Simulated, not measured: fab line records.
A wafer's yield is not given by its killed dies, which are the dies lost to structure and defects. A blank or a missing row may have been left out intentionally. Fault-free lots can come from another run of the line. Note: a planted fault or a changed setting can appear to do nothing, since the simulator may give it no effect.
Matching of chambers || flow sky130 || SKY_VIA1_ETCH_14 on rie-diel-01: 4 sister chambers
The step etches BARC in N2/H2, stops on SiO2, time 45.9 s, target depth 60 nm. 4 wafers are shown with their chamber, then 7 later ones without.

## WAFERS, EACH WITH ITS CHAMBER
{"wafer": "L083.1", "chamber": 2, "drypump-motor-current-A (A)": 6.05}
{"wafer": "L083.3", "chamber": 3, "drypump-motor-current-A (A)": 5.79}
{"wafer": "L094.1", "chamber": 0, "drypump-motor-current-A (A)": 5.58}
{"wafer": "L094.2", "chamber": 1, "drypump-motor-current-A (A)": 5.75}

## WAFERS WITH NO CHAMBER GIVEN
{"wafer": "L094.5", "drypump-motor-current-A (A)": 5.76}
{"wafer": "L096.2", "drypump-motor-current-A (A)": 5.57}
{"wafer": "L096.4", "drypump-motor-current-A (A)": 6.00}
{"wafer": "L096.5", "drypump-motor-current-A (A)": 5.83}
{"wafer": "L097.1", "drypump-motor-current-A (A)": 5.56}
{"wafer": "L097.2", "drypump-motor-current-A (A)": 5.83}
{"wafer": "L097.3", "drypump-motor-current-A (A)": 6.01}

## WHICH CHAMBER EACH WENT THROUGH
{"wafer": "L094.5", "from the rows above": "can't be placed: 1 or 3", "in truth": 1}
{"wafer": "L096.2", "from the rows above": 0, "in truth": 0}
{"wafer": "L096.4", "from the rows above": 2, "in truth": 2}
{"wafer": "L096.5", "from the rows above": "can't be placed: 3 or 1", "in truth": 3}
{"wafer": "L097.1", "from the rows above": 0, "in truth": 0}
{"wafer": "L097.2", "from the rows above": "can't be placed: 3 or 1", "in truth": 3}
{"wafer": "L097.3", "from the rows above": 2, "in truth": 2}
4 of 7 placed correctly. From these rows, 3 cannot be placed; in 3 the true chamber is one of the candidates. Placed wrongly: 0.
How it was worked out, from the rows above alone: a wafer's distance from a chamber is the root of the sum, over the readings, of the square of ((its reading less the chamber's mean) divided by the reading's scatter). If the next closest chamber is less than 2 further off than the closest, the wafer can't be placed; otherwise it belongs to the closest. The mean given for a chamber averages the wafers shown for that chamber. The scatter: root of mean squared gap, hidden wafer to nearest shown wafer, with one shown wafer a chamber.
